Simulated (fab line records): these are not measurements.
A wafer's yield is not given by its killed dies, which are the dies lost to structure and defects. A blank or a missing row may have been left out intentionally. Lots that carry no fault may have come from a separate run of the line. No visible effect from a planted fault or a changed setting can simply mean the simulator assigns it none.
A single fault, viewed from 2 desks + flow sky130 + each desk holds nothing but its own numbers, with what lay behind them at the end

== DESK OF THE TOOL OWNER: pvd sputter-01 ==
The tool's own readings at SKY_LOCAL_INTERCONNECT_SPUTTER_00 (material TiN, target thk 100 nm, time 83.3 s): means of the sampled wafers that have a number, for each lot that ran on this tool. If a lot's mean is further than 4 standard deviations from the usual mean, the lot is out of limits and carries the mark OUT (the distance appears in the brackets).
Columns: A = throttle valve pct at SKY_LOCAL_INTERCONNECT_SPUTTER_00, usual 29.6 %
| lot  | first seen here | A    |
|------|-----------------|------|
| L244 | day 30 06:36    | 30.6 |
| L247 | day 31 07:05    | 28.8 |
| L249 | day 31 13:02    | 28.8 |
| L252 | day 32 08:01    | 28.7 |
| L256 | day 33 20:05    | 29.7 |
| L257 | day 34 00:18    | 29.9 |
This desk found nothing out of limits on any of the 6 lots.

== METROLOGY DESK ==
Means of the sampled wafers that have a number, per lot and without regard to the tool the lot ran on: this is what the gauges read. If a lot's mean is further than 4 standard deviations from the usual mean, the lot is out of limits and carries the mark OUT (the distance appears in the brackets).
Columns: A = LOCAL_INTERCONNECT_TIN_RS at SKY_LOCAL_INTERCONNECT_RS_MEAS_01, usual 14.12 ohm/sq; B = LOCAL_INTERCONNECT_TIN_THK at SKY_LOCAL_INTERCONNECT_THK_MEAS_02, usual 97.5 nm; C = LOCAL_INTERCONNECT_OVL at SKY_LOCAL_INTERCONNECT_OVL_MEAS_12, usual 1 nm; D = CONTACT_CVD_00_THK at SKY_CONTACT_THK_MEAS_01, usual 74.8 nm
| lot  | first seen here | A               | B               | C  | D    |
|------|-----------------|-----------------|-----------------|----|------|
| L244 | day 30 06:42    | 13.99           | 99.1            | -1 | 76.3 |
| L246 | day 30 23:41    | 14.00           | 98.9            | 5  | 75.2 |
| L247 | day 31 07:12    | 14.07           | 97.3            | -3 | 75.1 |
| L249 | day 31 13:07    | 14.14           | 97.4            | 2  | 74.9 |
| L252 | day 32 08:06    | 13.92           | 99.2            | 0  | 75.5 |
| L256 | day 33 20:10    | 18.23 (+24) OUT | 78.9 (-14) OUT  | -0 | 74.6 |
| L257 | day 34 00:22    | 16.29 (+13) OUT | 86.8 (-8.2) OUT | -5 | 73.2 |
| L258 | day 34 10:50    | 14.01           | 98.6            | 1  | 74.1 |
| L261 | day 35 10:53    | 14.15           | 96.9            | 1  | 76.2 |
| L265 | day 36 12:46    | 13.99           | 98.4            | 4  | 74.7 |
Finding of this desk: L256, L257 out of limits, first seen on L256 at day 33 20:10 (LOCAL_INTERCONNECT_TIN_RS at SKY_LOCAL_INTERCONNECT_RS_MEAS_01). Within limits: L244, L246, L247, L249, L252, L258, L261, L265.

== PUT TOGETHER ==
An alarm was possible from the metrology desk at day 33 20:10, on L256, L257.
The tool owner's desk saw nothing out of limits.
Tool owner's desk: L256, L257 on record, inside its limits.
The lots listed all ran SKY_LOCAL_INTERCONNECT_SPUTTER_00 on pvd sputter-01.

== WHAT WAS PUT IN BY THE SIMULATOR ==
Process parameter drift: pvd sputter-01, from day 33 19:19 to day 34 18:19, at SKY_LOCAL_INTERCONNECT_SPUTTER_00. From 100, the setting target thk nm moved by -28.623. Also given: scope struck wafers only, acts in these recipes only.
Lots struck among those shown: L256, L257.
Hours from the fault's start to each desk's first reading out of limits: the metrology desk, 1.
